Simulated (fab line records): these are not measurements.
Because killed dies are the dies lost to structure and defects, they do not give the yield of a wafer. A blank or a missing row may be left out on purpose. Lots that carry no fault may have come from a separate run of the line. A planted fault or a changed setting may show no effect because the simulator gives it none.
Tool commonality check || flow gf180mcu || 13 lots and 39 wafers in the sample

== WHY THIS WAS OPENED ==
At GF_SALICIDE_RS_MEAS_04 the reading SALICIDE_TIN_RS is flagged on 2 of 13 lots. Fault-free wafers read 16.6 ohm/sq, with a standard deviation of 0.4.
Rule: a lot gets a flag if all its wafers with a number sit over 4 standard deviations from that mean, or if no wafer of it has a number. As for the other lots, they are considered sound.

{"lot": "L977", "measured": "day 15 13:37", "on": "film_metro-04", "SALICIDE_TIN_RS (ohm/sq), wafer by wafer": "16.7 16.1 16.4", "flag": ""}
{"lot": "L978", "measured": "day 15 16:21", "on": "film_metro-03", "SALICIDE_TIN_RS (ohm/sq), wafer by wafer": "8.3 8.5 8.4", "flag": "FLAGGED"}
{"lot": "L979", "measured": "day 16 08:30", "on": "film_metro-02", "SALICIDE_TIN_RS (ohm/sq), wafer by wafer": "16.5 16.0 16.1", "flag": ""}
{"lot": "L983", "measured": "day 17 15:23", "on": "film_metro-03", "SALICIDE_TIN_RS (ohm/sq), wafer by wafer": "8.4 8.3 8.3", "flag": "FLAGGED"}
{"lot": "L989", "measured": "day 19 18:56", "on": "film_metro-02", "SALICIDE_TIN_RS (ohm/sq), wafer by wafer": "16.2 16.1 16.2", "flag": ""}
{"lot": "L990", "measured": "day 20 14:22", "on": "film_metro-02", "SALICIDE_TIN_RS (ohm/sq), wafer by wafer": "16.5 16.7 16.8", "flag": ""}
{"lot": "L993", "measured": "day 20 20:04", "on": "film_metro-03", "SALICIDE_TIN_RS (ohm/sq), wafer by wafer": "16.6 16.5 16.6", "flag": ""}
{"lot": "L992", "measured": "day 20 20:11", "on": "film_metro-04", "SALICIDE_TIN_RS (ohm/sq), wafer by wafer": "16.9 17.0 17.0", "flag": ""}
{"lot": "L994", "measured": "day 21 13:00", "on": "film_metro-04", "SALICIDE_TIN_RS (ohm/sq), wafer by wafer": "16.0 16.5 16.7", "flag": ""}
{"lot": "L995", "measured": "day 21 18:30", "on": "film_metro-03", "SALICIDE_TIN_RS (ohm/sq), wafer by wafer": "15.7 16.0 15.8", "flag": ""}
{"lot": "L997", "measured": "day 22 14:37", "on": "film_metro-02", "SALICIDE_TIN_RS (ohm/sq), wafer by wafer": "16.9 16.9 16.7", "flag": ""}
{"lot": "L998", "measured": "day 22 17:46", "on": "film_metro-03", "SALICIDE_TIN_RS (ohm/sq), wafer by wafer": "16.3 16.8 17.1", "flag": ""}
{"lot": "L100", "measured": "day 23 14:07", "on": "film_metro-02", "SALICIDE_TIN_RS (ohm/sq), wafer by wafer": "16.6 15.9 16.5", "flag": ""}
The numbers of the flagged lots are 8.4 ohm/sq on average: -8.2 ohm/sq against the usual, or -21 standard deviations.

== LOT BY LOT: THE TOOL USED ==
The record holds 2 process steps before the reading, out of a route of 602 steps. Every cell lists first the tool, next ch and the chambers used by the sampled wafers, and last the start.
{"lot": "L977", "flag": "", "GF_SAB_STRIP_13": "plasma_asher-01 ch 0,1, day 15 13:22", "GF_SALICIDE_SPUTTER_02": "pvd_sputter-04, day 15 13:32"}
{"lot": "L978", "flag": "FLAGGED", "GF_SAB_STRIP_13": "plasma_asher-02 ch 0,1, day 15 15:55", "GF_SALICIDE_SPUTTER_02": "pvd_sputter-02, day 15 16:06"}
{"lot": "L979", "flag": "", "GF_SAB_STRIP_13": "plasma_asher-01 ch 0,1, day 16 08:16", "GF_SALICIDE_SPUTTER_02": "pvd_sputter-01, day 16 08:27"}
{"lot": "L983", "flag": "FLAGGED", "GF_SAB_STRIP_13": "plasma_asher-02 ch 0,1, day 17 14:58", "GF_SALICIDE_SPUTTER_02": "pvd_sputter-01, day 17 15:09"}
{"lot": "L989", "flag": "", "GF_SAB_STRIP_13": "plasma_asher-02 ch 0,1, day 19 18:38", "GF_SALICIDE_SPUTTER_02": "pvd_sputter-01, day 19 18:52"}
{"lot": "L990", "flag": "", "GF_SAB_STRIP_13": "plasma_asher-01 ch 0, day 20 14:07", "GF_SALICIDE_SPUTTER_02": "pvd_sputter-04, day 20 14:19"}
{"lot": "L993", "flag": "", "GF_SAB_STRIP_13": "plasma_asher-01 ch 1, day 20 19:49", "GF_SALICIDE_SPUTTER_02": "pvd_sputter-04, day 20 20:01"}
{"lot": "L992", "flag": "", "GF_SAB_STRIP_13": "plasma_asher-02 ch 0,1, day 20 19:56", "GF_SALICIDE_SPUTTER_02": "pvd_sputter-01, day 20 20:08"}
{"lot": "L994", "flag": "", "GF_SAB_STRIP_13": "plasma_asher-03 ch 0, day 21 12:46", "GF_SALICIDE_SPUTTER_02": "pvd_sputter-02, day 21 12:57"}
{"lot": "L995", "flag": "", "GF_SAB_STRIP_13": "plasma_asher-03 ch 0,1, day 21 18:16", "GF_SALICIDE_SPUTTER_02": "pvd_sputter-01, day 21 18:27"}
{"lot": "L997", "flag": "", "GF_SAB_STRIP_13": "plasma_asher-01 ch 0,1, day 22 14:22", "GF_SALICIDE_SPUTTER_02": "pvd_sputter-01, day 22 14:34"}
{"lot": "L998", "flag": "", "GF_SAB_STRIP_13": "plasma_asher-01 ch 0,1, day 22 17:30", "GF_SALICIDE_SPUTTER_02": "pvd_sputter-01, day 22 17:40"}
{"lot": "L100", "flag": "", "GF_SAB_STRIP_13": "plasma_asher-03 ch 0,1, day 23 13:52", "GF_SALICIDE_SPUTTER_02": "pvd_sputter-01, day 23 14:03"}
What these steps do:
- GF_SAB_STRIP_13: strips in O2/N2.
- GF_SALICIDE_SPUTTER_02: material Co, target thk 10 nm, time 20 s.
- GF_SALICIDE_RS_MEAS_04: measures by four-point-probe.

== FLAGGED AGAINST TOTAL, ONE TOOL AT A TIME (gauges that did the reading follow at the end) ==
{"step": "GF_SAB_STRIP_13", "tool": "plasma_asher-01", "lots run": 6, "flagged": 0, "share of the flagged lots": "none", "sound lots run after its first flagged lot": "-"}
{"step": "GF_SAB_STRIP_13", "tool": "plasma_asher-02", "lots run": 4, "flagged": 2, "share of the flagged lots": "all", "sound lots run after its first flagged lot": "2 (L989,L992)"}
{"step": "GF_SAB_STRIP_13", "tool": "plasma_asher-03", "lots run": 3, "flagged": 0, "share of the flagged lots": "none", "sound lots run after its first flagged lot": "-"}
{"step": "GF_SALICIDE_SPUTTER_02", "tool": "pvd_sputter-01", "lots run": 8, "flagged": 1, "share of the flagged lots": "some", "sound lots run after its first flagged lot": "6 (L989,L992,L995,L997,L998,L100)"}
{"step": "GF_SALICIDE_SPUTTER_02", "tool": "pvd_sputter-02", "lots run": 2, "flagged": 1, "share of the flagged lots": "some", "sound lots run after its first flagged lot": "1 (L994)"}
{"step": "GF_SALICIDE_SPUTTER_02", "tool": "pvd_sputter-04", "lots run": 3, "flagged": 0, "share of the flagged lots": "none", "sound lots run after its first flagged lot": "-"}
{"step": "GF_SALICIDE_RS_MEAS_04", "tool": "film_metro-02", "lots run": 5, "flagged": 0, "share of the flagged lots": "none", "sound lots run after its first flagged lot": "-"}
{"step": "GF_SALICIDE_RS_MEAS_04", "tool": "film_metro-03", "lots run": 5, "flagged": 2, "share of the flagged lots": "all", "sound lots run after its first flagged lot": "3 (L993,L995,L998)"}
{"step": "GF_SALICIDE_RS_MEAS_04", "tool": "film_metro-04", "lots run": 3, "flagged": 0, "share of the flagged lots": "none", "sound lots run after its first flagged lot": "-"}

== WHAT THE TABLE PERMITS ==
plasma_asher-02 at GF_SAB_STRIP_13 and film_metro-03 at GF_SALICIDE_RS_MEAS_04 are the 2 rows of the table that ran each flagged lot.
- plasma_asher-02 at GF_SAB_STRIP_13: 2 of its 4 lots flagged. Sound lots followed the first flagged one (L989, L992) on it, something a lasting fault affecting the whole tool could not allow.
- film_metro-03 at GF_SALICIDE_RS_MEAS_04: 2 of its 5 lots flagged. Sound lots followed the first flagged one (L993, L995, L998) on it, something a lasting fault affecting the whole tool could not allow.
No row of the table ran every flagged lot and no sound lot after the first.

== WHAT THE SIMULATOR HAD PUT IN ==
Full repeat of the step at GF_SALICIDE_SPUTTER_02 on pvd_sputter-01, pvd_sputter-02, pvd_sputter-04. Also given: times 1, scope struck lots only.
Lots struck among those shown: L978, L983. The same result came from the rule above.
